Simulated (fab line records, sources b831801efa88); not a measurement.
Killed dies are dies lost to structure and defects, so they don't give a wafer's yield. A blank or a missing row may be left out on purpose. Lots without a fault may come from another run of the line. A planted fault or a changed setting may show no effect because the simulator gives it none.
Which tool did it? | flow sky130 | 11 lots, 31 wafers sampled, at 1 step of a route of 708

WHAT THE GAUGES READ, wafer by wafer
SKY_METAL4_OVL_MEAS_14.
lot  | measured     | on         | METAL4_OVL (nm)
L962 | day 41 22:36 | overlay-01 | -3 1 -11
L961 | day 41 22:40 | overlay-02 | 4 -1 -8
L966 | day 43 03:01 | overlay-02 | 4 4 -11
L968 | day 43 21:21 | overlay-01 | -3 -6 -6
L970 | day 44 07:07 | overlay-01 | -8 0 -12
L974 | day 45 04:30 | overlay-02 | -5 1 -1
L978 | day 46 21:44 | overlay-01 | -8 -12
L980 | day 47 00:02 | overlay-01 | -7 4 -6
L981 | day 47 04:20 | overlay-01 | 1 -8 -9
L979 | day 47 05:58 | overlay-01 | -10 -1
L984 | day 47 22:23 | overlay-01 | 1 -4 1

WHICH TOOL RAN EACH LOT (tool, then ch and the chambers of the sampled wafers, then the start)
The record holds no process step before these readings.

WHAT THE TOOLS THEMSELVES READ (means of the sampled wafers that have a number; where no wafer has one, the mark that the record gives instead)
The record holds no such reading with a usual standard deviation.

THE ANSWER, worked out from the rows above alone
Rule: what is usual is taken from the lots themselves. Put in order of their means at a reading, lots are off if they are a third of the lots or fewer, leave a main group of 4 or more, and stand apart from it by a gap of 3 or more times the standard deviation of the main group's means; of several such gaps the widest counts. A main group whose means are all the same, to the digits that the tables above print for the reading, isn't used. A lot without any number at a reading at which 4 lots or more have one is off too. The other lots that the step has rows for count as sound. The gauges are gone through in route order, then the tools' own readings, and for those a lot's mean is taken as printed above. The first step at which some lot is off is used, and at that step the reading that is off furthest; a lot without a number counts as furthest.
No lot is off at any reading shown: from this, nothing can be told.

WHAT THE SIMULATOR HAD PUT IN
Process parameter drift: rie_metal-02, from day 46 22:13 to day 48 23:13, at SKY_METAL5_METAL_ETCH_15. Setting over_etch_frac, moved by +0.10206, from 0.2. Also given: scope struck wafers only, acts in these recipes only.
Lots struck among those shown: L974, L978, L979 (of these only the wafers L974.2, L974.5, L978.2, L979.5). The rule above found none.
